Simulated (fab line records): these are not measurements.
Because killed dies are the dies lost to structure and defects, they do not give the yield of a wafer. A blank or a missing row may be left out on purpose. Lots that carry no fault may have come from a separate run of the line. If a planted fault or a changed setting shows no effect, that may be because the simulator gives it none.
Chamber matching | flow sky130 | 3 sister chambers for SKY_PASSIVATION_CVD_02 on pecvd-04
The step deposits Si3N4, target thk 540 nm. 6 wafers are shown with their chamber, then 7 later ones without.

## WAFERS PAIRED WITH THEIR CHAMBERS
wafer  | chamber | heater power w (W)
L209.1 | 2       | 806
L209.4 | 2       | 794
L219.2 | 1       | 870
L219.4 | 1       | 701
L220.2 | 0       | 696
L220.5 | 0       | 740

## WAFERS MISSING THEIR CHAMBER
wafer  | heater power w (W)
L220.6 | 797
L222.2 | 737
L222.4 | 808
L222.5 | 650
L223.3 | 669
L223.5 | 858
L223.6 | 803

## WHICH CHAMBER EACH WENT THROUGH
wafer  | from the rows above          | in truth
L220.6 | can't be placed: 2 or 1 or 0 | 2
L222.2 | can't be placed: 0 or 1 or 2 | 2
L222.4 | can't be placed: 2 or 1 or 0 | 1
L222.5 | can't be placed: 0 or 1 or 2 | 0
L223.3 | can't be placed: 0 or 1 or 2 | 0
L223.5 | can't be placed: 2 or 1 or 0 | 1
L223.6 | can't be placed: 2 or 1 or 0 | 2
Correctly placed: 0 of 7. Cannot be placed on the basis of these rows: 7; the candidates contain the true chamber in 7. 0 placed wrongly.
How it was worked out, from the rows above alone: a wafer's distance from a chamber is the root of the sum, over the readings, of the square of ((its reading less the chamber's mean) divided by the reading's scatter). If the next closest chamber is less than 2 further off than the closest, the wafer can't be placed; otherwise it belongs to the closest. A chamber's mean is the mean of its shown wafers. The scatter: take each reading less its chamber's mean, square it, sum over the shown wafers, divide by the number of wafers less the number of chambers, and take the root.
